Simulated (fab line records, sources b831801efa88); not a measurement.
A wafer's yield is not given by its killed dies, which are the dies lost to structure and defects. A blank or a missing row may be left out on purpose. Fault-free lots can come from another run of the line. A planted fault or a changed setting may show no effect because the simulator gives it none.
fab line records ; flow sky130 ; part 2 of 2: steps 25 to 34 of 34
record lots=5; wafers=15; lastDay=50
route steps=708 shown CAPM@544 METAL3@555 VIA3@573
lots that met no fault: taken from a fault-free run of the same line
startH: the number of hours between the record's first day and the start of the first shown wafer of the lot ; waitH: hours since the lot's step before ; " unchanged from the row above ; L1.1+2: a single row standing in for several wafers ; - no value, or no start was given ; * or withheld: withheld ; < > ~ a bound
route shown NAME@n: a module of which the file shows steps, and the number in the route of the first ; usual: mean and standard deviation over wafers with no fault ; same: alike in all rows ; chamber/n: place in a boat ; sites: each site's reading ; _std_site: how widely they spread, as a standard deviation ; _edge_site: inner sites' mean taken away from outer sites' mean ; radiusMm: for every site, how far away it sits from the centre of the wafer ; mask NAME#n: copy n ; behind: tool/chamber where the wafer was last shaped ; hold: why the lot was held/for how many hours/how that ended ; device: transistor that didn't switch, given as n, p or np ; end of line: tests of these same wafers at the route's end ; where a step has no rows: the recipe by itself ; killed: at the first sort, the dies lost to defects and structure; wafer yield is something else ; map: shows each die of a wafer: x if killed, . if not, _ if none is there
set.NAME: setting as actually run; set.NAME@STEP: the setting as run at that earlier step ; model.NAME: the simulator's own value behind a step, which no gauge read
a table for each step, a row for each wafer; lots at some steps of the route
services: a tool's chamber out of use, with start hour (startH, from the record's first day; less than 0 if before it), hours out, and reason
## steps
# step SKY_METAL3_METAL_ETCH_18
# recipe targetDepthA=8450; stopOn=SiO2; overEtchFrac=0.3; timeS=183.1; chemistry=Cl2/BCl3; resistSidewallDeg=88; pressureMtorr=10; icpW=900; biasW=48.5; Cl2_flow_sccm=60; bcl3FlowSccm=30
# usual drypumpMotorCurrentA=5.9/0.45; oesProductAu=0.864/0.007; throttleValvePct=22.263/0.0094
lot.wafer;tool;chamber;startH;waitH;drypumpMotorCurrentA;oesProductAu;rfHoursCounterH;throttleValvePct
L075.2;rieMetal-02;1;915.77;0.0;5.7;0.875;13;22.267
L075.3;rieMetal-02;1;915.77;0.0;5.6;0.866;-;22.270
L075.4;rieMetal-02;0;915.77;0.0;6.5;0.869;-;22.276
L076.1;rieMetal-01;0;926.22;0.0;6.3;0.879;10;22.254
L076.4;rieMetal-01;0;926.22;0.0;6.2;0.865;-;22.285
L076.6;rieMetal-01;0;926.22;0.0;6.2;0.862;-;22.267
L080.1;rieMetal-04;0;947.17;0.0;5.8;0.869;7;22.246
L080.2;rieMetal-04;1;947.17;0.0;5.4;0.874;12;22.251
L080.4;rieMetal-04;0;947.17;0.0;5.8;0.868;-;22.264
L089.1;rieMetal-01;0;1019.23;0.0;6.2;0.867;15;22.273
L089.2;rieMetal-01;1;1019.23;0.0;5.3;0.869;17;22.273
L089.3;rieMetal-01;1;1019.23;0.0;5.4;0.863;-;22.265
L096.1;rieMetal-01;1;1043.72;0.0;5.4;0.867;18;22.276
L096.2;rieMetal-01;0;1043.72;0.0;6.2;0.858;17;22.263
L096.5;rieMetal-01;1;1043.72;0.0;5.4;0.855;-;22.269
# step SKY_METAL3_STRIP_19
# recipe chemistry=O2/N2; powerW=1400; pressureMtorr=1500; platenTempC=withheld; o2FlowSccm=3000; n2FlowSccm=300; overashFraction=0.5
# usual drypumpMotorCurrentA=5.51/0.2; oesProductAu=0.502/0.0055; stripTimeToEndpointS=6.52/0.092
# same overashFraction=0.5
lot.wafer;tool;chamber;startH;waitH;drypumpMotorCurrentA;oesProductAu;rfHoursCounterH;stripTimeToEndpointS
L075.2;plasmaAsher-01;0;915.94;0.1;5.61;0.500;81;6.41
L075.3;plasmaAsher-01;1;915.94;0.1;5.46;0.507;-;6.49
L075.4;plasmaAsher-01;0;915.94;0.1;5.57;0.506;-;6.50
L076.1;plasmaAsher-02;0;926.40;0.1;5.78;0.506;16;6.61
L076.4;plasmaAsher-02;1;926.40;0.1;5.25;0.505;-;6.59
L076.6;plasmaAsher-02;0;926.40;0.1;5.78;0.503;-;6.59
L080.1;plasmaAsher-01;1;947.34;0.1;5.45;0.505;84;6.61
L080.2;plasmaAsher-01;0;947.34;0.1;5.55;0.512;84;6.70
L080.4;plasmaAsher-01;0;947.34;0.1;5.55;0.501;-;6.70
L089.1;plasmaAsher-03;1;1019.41;0.1;5.71;0.501;118;6.52
L089.2;plasmaAsher-03;0;1019.41;0.1;5.28;0.501;118;6.41
L089.3;plasmaAsher-03;0;1019.41;0.1;5.24;0.501;-;6.42
L096.1;plasmaAsher-03;1;1043.89;0.1;5.75;0.501;121;6.41
L096.2;plasmaAsher-03;0;1043.89;0.1;5.26;0.494;121;6.57
L096.5;plasmaAsher-03;0;1043.89;0.1;5.27;0.503;-;6.45
# step SKY_METAL3_STRIP_20
# recipe chemistry=postEtchResidueRemover; timeS=1200; tempC=72.5
# usual tempC=72.49/0.1
lot.wafer;tool;chamber;startH;waitH;tempC
L075.2;wetBench-04;0;916.11;0.1;72.53
L075.3;wetBench-04;0;916.11;0.1;72.35
L075.4;wetBench-04;0;916.11;0.1;72.42
L076.1;wetBench-03;2;926.50;0.1;72.36
L076.4;wetBench-03;2;926.50;0.1;72.49
L076.6;wetBench-03;2;926.50;0.1;72.43
L080.1;wetBench-02;2;947.44;0.1;72.66
L080.2;wetBench-02;2;947.44;0.1;72.34
L080.4;wetBench-02;2;947.44;0.1;72.52
L089.1;wetBench-02;0;1019.51;0.1;72.28
L089.2;wetBench-02;0;1019.51;0.1;72.30
L089.3;wetBench-02;0;1019.51;0.1;72.40
L096.1;wetBench-03;1;1043.99;0.1;72.64
L096.2;wetBench-03;1;1043.99;0.1;72.60
L096.5;wetBench-03;1;1043.99;0.1;72.41
# step SKY_METAL3_CLEAN_21
# recipe chemistry=IPA; timeS=180; tempC=25
# usual tempC=24.99/0.096
lot.wafer;tool;chamber;startH;waitH;tempC
L075.2;wetBench-04;0;916.45;0.0;24.85
L075.3;wetBench-04;0;916.45;0.0;24.95
L075.4;wetBench-04;0;916.45;0.0;24.97
L076.1;wetBench-02;0;926.84;0.0;25.07
L076.4;wetBench-02;0;926.84;0.0;24.95
L076.6;wetBench-02;0;926.84;0.0;25.01
L080.1;wetBench-04;3;947.78;0.0;25.07
L080.2;wetBench-04;3;947.78;0.0;24.98
L080.4;wetBench-04;3;947.78;0.0;25.05
L089.1;wetBench-04;3;1019.85;0.0;24.93
L089.2;wetBench-04;3;1019.85;0.0;24.99
L089.3;wetBench-04;3;1019.85;0.0;24.91
L096.1;wetBench-02;3;1044.34;0.0;24.78
L096.2;wetBench-02;3;1044.34;0.0;24.95
L096.5;wetBench-02;3;1044.34;0.0;25.01
# step SKY_METAL3_CLEAN_22
# recipe chemistry=O3/DIW; dry=n2Spin
lot.wafer;tool;chamber;startH;waitH
L075.2+3+4;wetBench-03;0;916.51;0.0
L076.1+4+6;wetBench-04;3;926.90;0.0
L080.1+2+4;wetBench-03;2;947.84;0.0
L089.1+2+3;wetBench-03;2;1019.91;0.0
L096.1+2+5;wetBench-03;3;1044.39;0.0
# step SKY_VIA3_HDPCVD_00
# recipe material=SiO2; targetThkNm=1635; sigmaOpenFrac=0.3; timeS=278.7; tempC=400; sih4FlowSccm=60; pressureMtorr=6
lot.wafer;tool;chamber;startH;waitH
L075.2+3+4;hdpcvd-01;0,1,2;916.60;0.0
L076.1+4+6;hdpcvd-01;0,1,0;927.00;0.0
L080.1+2+4;hdpcvd-02;0,1,1;947.93;0.0
L089.1+2+3;hdpcvd-01;1,2,0;1020.00;0.0
L096.1+2+5;hdpcvd-01;0,1,0;1044.49;0.0
# step SKY_VIA3_THK_MEAS_01
# recipe reads=SiO2_of_VIA3_HDPCVD_00
# usual VIA3_HDPCVD_THK=1667/21
lot.wafer;tool;chamber;startH;waitH;VIA3_HDPCVD_THK[nm]
L075.2;filmMetro-03;-;916.78;0.1;1640
L075.3;filmMetro-03;-;916.78;0.1;1653
L075.4;filmMetro-03;-;916.78;0.1;1631
L076.1;filmMetro-01;-;927.17;0.1;1632
L076.4;filmMetro-01;-;927.17;0.1;1644
L076.6;filmMetro-01;-;927.17;0.1;1634
L080.1;filmMetro-01;-;948.10;0.1;1658
L080.2;filmMetro-01;-;948.10;0.1;1649
L080.4;filmMetro-01;-;948.10;0.1;1658
L089.1;filmMetro-01;-;1020.17;0.1;1710
L089.2;filmMetro-01;-;1020.17;0.1;1674
L089.3;filmMetro-01;-;1020.17;0.1;1686
L096.1;filmMetro-01;-;1044.65;0.1;1668
L096.2;filmMetro-01;-;1044.65;0.1;1684
L096.5;filmMetro-01;-;1044.65;0.1;1655
# step SKY_VIA3_CMP_02
# recipe material=SiO2; downForcePsi=4; platenRpm=60; padVelocityMS=0.94248
# usual headPressurePsi=4.000/0.0082; motorCurrentA=12.5/1.2
lot.wafer;tool;chamber;startH;waitH;headPressurePsi;motorCurrentA
L075.4;cmp-02;0;916.94;0.1;3.998;10.5
L075.3;cmp-02;1;916.94;0.1;4.019;11.6
L075.2;cmp-02;3;916.94;0.1;3.998;12.1
L076.1;cmp-01;0;927.28;0.1;3.990;12.5
L076.4;cmp-01;2;927.28;0.1;4.017;11.4
L076.6;cmp-01;0;927.28;0.1;4.006;12.3
L080.2;cmp-01;2;948.21;0.1;3.996;11.1
L080.4;cmp-01;3;948.21;0.1;3.987;13.7
L080.1;cmp-01;0;948.21;0.1;3.999;11.9
L089.3;cmp-02;0;1020.28;0.1;3.989;10.5
L089.2;cmp-02;1;1020.28;0.1;3.995;10.9
L089.1;cmp-02;2;1020.28;0.1;4.004;12.3
L096.2;cmp-02;3;1044.76;0.1;3.999;12.3
L096.1;cmp-02;1;1044.76;0.1;3.997;11.8
L096.5;cmp-02;3;1044.76;0.1;4.003;11.9
# step SKY_VIA3_BOW_MEAS_03
# recipe mode=bow
# usual VIA3_BOW=79/8.4
lot.wafer;tool;chamber;startH;waitH;VIA3_BOW[um]
L075.2;filmMetro-03;-;917.26;0.1;90
L075.3;filmMetro-03;-;917.26;0.1;87
L075.4;filmMetro-03;-;917.26;0.1;81
L076.1;filmMetro-04;-;927.53;0.2;77
L076.4;filmMetro-04;-;927.53;0.2;76
L076.6;filmMetro-04;-;927.53;0.2;91
L080.1;filmMetro-03;-;948.46;0.1;86
L080.2;filmMetro-03;-;948.46;0.1;94
L080.4;filmMetro-03;-;948.46;0.1;86
L089.1;filmMetro-03;-;1020.53;0.1;74
L089.2;filmMetro-03;-;1020.53;0.1;86
L089.3;filmMetro-03;-;1020.53;0.1;93
L096.1;filmMetro-03;-;1045.01;0.1;71
L096.2;filmMetro-03;-;1045.01;0.1;74
L096.5;filmMetro-03;-;1045.01;0.1;69
# step SKY_VIA3_DEHYDRATE_04
# recipe tempC=200; timeS=60
# usual exhaustPa=45.2/0.85
lot.wafer;tool;chamber;startH;waitH;exhaustPa
L075.2;lithoTrack-03;0;929.50;12.2;43.3
L075.3;lithoTrack-03;0;929.50;12.2;44.2
L075.4;lithoTrack-03;0;929.50;12.2;43.6
L076.1;lithoTrack-02;0;939.26;11.7;46.5
L076.4;lithoTrack-02;0;939.26;11.7;45.7
L076.6;lithoTrack-02;0;939.26;11.7;45.3
L080.1;lithoTrack-03;0;959.93;11.4;45.8
L080.2;lithoTrack-03;0;959.93;11.4;46.6
L080.4;lithoTrack-03;0;959.93;11.4;45.4
L089.1;lithoTrack-03;0;1031.18;10.6;45.1
L089.2;lithoTrack-03;0;1031.18;10.6;45.2
L089.3;lithoTrack-03;0;1031.18;10.6;45.4
L096.1;lithoTrack-02;0;1055.11;10.1;45.2
L096.2;lithoTrack-02;0;1055.11;10.1;45.8
L096.5;lithoTrack-02;0;1055.11;10.1;45.0
## services
tool;chamber;startH;hours;kind
hdpcvd-01;1;856.11;5.4;repair
rieDiel-04;1;857.24;9.9;repair
krfScanner-01;-;871.71;11.6;pm
krfScanner-02;-;883.26;0.8;pm
krfScanner-01;-;891.16;1.5;repair
krfScanner-01;-;897.36;1.3;pm
plasmaAsher-01;-;906.84;2.8;pm
krfScanner-01;-;911.40;0.8;pm
hdpcvd-01;0;930.12;4.1;repair
rieDiel-04;-;946.10;0.1;repair
hdpcvd-01;2;946.85;3.4;repair
hdpcvd-01;-;950.25;15.0;pm
krfScanner-01;-;973.20;1.0;pm
rieDiel-04;-;974.50;15.6;pm
krfScanner-01;-;988.84;0.3;repair
cmp-02;-;992.13;5.5;pm
plasmaAsher-03;-;1001.37;4.3;pm
rieDiel-04;-;1002.56;13.0;repair
rieDiel-04;1;1005.27;23.5;repair
rieDiel-04;2;1008.66;34.8;repair
cmp-02;-;1008.91;5.3;repair
ilineStepper-02;-;1018.92;1.7;pm
krfScanner-01;-;1030.25;3.0;pm
wetBench-04;-;1052.49;0.9;repair
